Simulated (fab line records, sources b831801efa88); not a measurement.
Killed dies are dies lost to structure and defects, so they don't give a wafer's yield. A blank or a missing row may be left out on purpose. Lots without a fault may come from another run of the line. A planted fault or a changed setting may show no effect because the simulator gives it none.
A struck lot beside a sound one | flow sky130 | 18 steps out of a route of 708
Sound: wafers L266.3, L266.4, L266.5. Struck: wafers L279.3, L279.4, L279.6. The cause comes at the end.
At each step with rows: each side's tool, then ch and its chambers, then its first start. Under that, the readings that differ: sound wafers | struck wafers | difference of the means | sigmas: that difference in standard deviations of wafers without a fault.
alike: readings whose means differ by less than 2 such deviations, and words and numbers that are the same on both sides. not compared: withheld readings, readings that some wafer has no value for, bounds like >300 that may hide the same value, and numbers for which the record gives no deviation and whose values overlap.
The two part at a step that has a row with sigmas, a row that says differs or no value, or rows on one side only. Numbers that don't overlap but have no deviation are shown without sigmas and don't part them. A reading that every wafer of one side lacks parts them only if that side has two wafers or more.

first, 3 steps without rows for these wafers: SKY_LI_CONTACT_EXPOSE_09 (exposes mask LICM1, target cd 170 nm); SKY_LI_CONTACT_PEB_10; SKY_LI_CONTACT_DEVELOP_11 (develop time 60 s).
SKY_LI_CONTACT_CD_MEAS_12: target cd 170 nm.
  sound on cd_sem-01, day 33 07:46; struck on cd_sem-01, day 36 22:16
  alike: cd_nm
SKY_LI_CONTACT_OVL_MEAS_13:
  sound on overlay-02, day 33 07:52; struck on overlay-01, day 36 22:22
  alike: LI_CONTACT_OVL
SKY_LI_CONTACT_ETCH_14: etches BARC in N2/H2, stops on SiO2, time 45.9 s, target depth 60 nm.
  sound on rie_diel-03 ch 0,1,2, day 33 07:53; struck on rie_diel-03 ch 1,3, day 36 22:23
  alike: drypump_motor_current_A, oes_product_au, throttle_valve_pct
  not compared: rf_hours_counter_h
SKY_LI_CONTACT_ETCH_15: etches PSG in C4F8/O2/Ar, stops on Si, target depth 600 nm.
  sound on rie_diel-03 ch 0,1,2, day 33 07:56; struck on rie_diel-03 ch 1,3, day 36 22:25
  alike: oes_product_au
SKY_LI_CONTACT_STRIP_16: strips in O2/N2.
  sound on plasma_asher-03 ch 0,1, day 33 08:03; struck on plasma_asher-03 ch 0,1, day 36 22:32
  alike: drypump_motor_current_A, oes_product_au, strip_time_to_endpoint_s
  not compared: rf_hours_counter_h
then, 2 steps without rows for these wafers: SKY_LI_CONTACT_CLEAN_17 (cleans in NMP, time 600 s); SKY_LI_CONTACT_PRE_CLEAN_18 (time 5.6 s).
SKY_LI_CONTACT_SPUTTER_19: material Ti, target thk 20 nm, time 106.37 s.
  sound on pvd_sputter-01, day 33 08:19; struck on pvd_sputter-02, day 36 22:48
  alike: cathode_dc_power_W, throttle_valve_pct
SKY_LI_CONTACT_SPUTTER_20: material TiN, target thk 20 nm, time 80 s.
  sound on pvd_sputter-01, day 33 08:23; struck on pvd_sputter-02, day 36 22:53
  alike: cathode_dc_power_W, throttle_valve_pct
SKY_LI_CONTACT_CVD_21: deposits W, target thk 400 nm, time 120.56 s.
  sound on cvd_w-02 ch 0, day 33 08:32; struck on cvd_w-02 ch 0,1, day 36 22:59
  reading                                  | sound                | struck               | difference | sigmas
  heater_power_w (W)                       | 883 879 857          | 701 771 714          | -144       | -2
  susceptor_temp_C (C)                     | 399.59 399.80 399.57 | 382.79 382.58 382.57 | -17.01     | -74
  model.W_of_LI_CONTACT_CVD_21.thk_nm (nm) | 394.1 390.1 391.2    | 296.4 285.8 296.9    | -98.8      |
SKY_LI_CONTACT_RS_MEAS_22: measures by four-point-probe.
  sound on film_metro-02, day 33 08:44; struck on film_metro-03, day 36 23:06
  reading                  | sound             | struck            | difference | sigmas
  LI_CONTACT_W_RS (ohm/sq) | 0.289 0.292 0.291 | 0.384 0.398 0.383 | +0.098     | +31
SKY_LI_CONTACT_THK_MEAS_23: measures by xrf.
  sound on film_metro-02, day 33 08:50; struck on film_metro-03, day 36 23:12
  reading               | sound       | struck      | difference | sigmas
  LI_CONTACT_W_THK (nm) | 408 400 404 | 309 299 308 | -99        | -12
SKY_LI_CONTACT_CMP_24: polishes, stops on PSG, t overpolish 20 s, target thk 0 nm.
  sound on cmp-01 ch 0,2, day 33 08:53; struck on cmp-02 ch 0,1,3, day 36 23:14
  reading                | sound    | struck   | difference | sigmas
  time_to_endpoint_s (s) | 91 94 88 | 72 70 74 | -19        | -5
  alike: motor_current_A
then, 2 steps without rows for these wafers: SKY_LOCAL_INTERCONNECT_SPUTTER_00 (material TiN, target thk 100 nm, time 83.3 s); SKY_PAD_OPEN_PROBE_99.

WHERE THEY PART
First at SKY_LI_CONTACT_CVD_21; last, within this record, at SKY_LI_CONTACT_CMP_24.

WHY: what the simulator had put in
Process parameter drift: cvd_w-02, from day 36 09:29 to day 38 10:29, at SKY_LI_CONTACT_CVD_21. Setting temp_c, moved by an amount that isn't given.
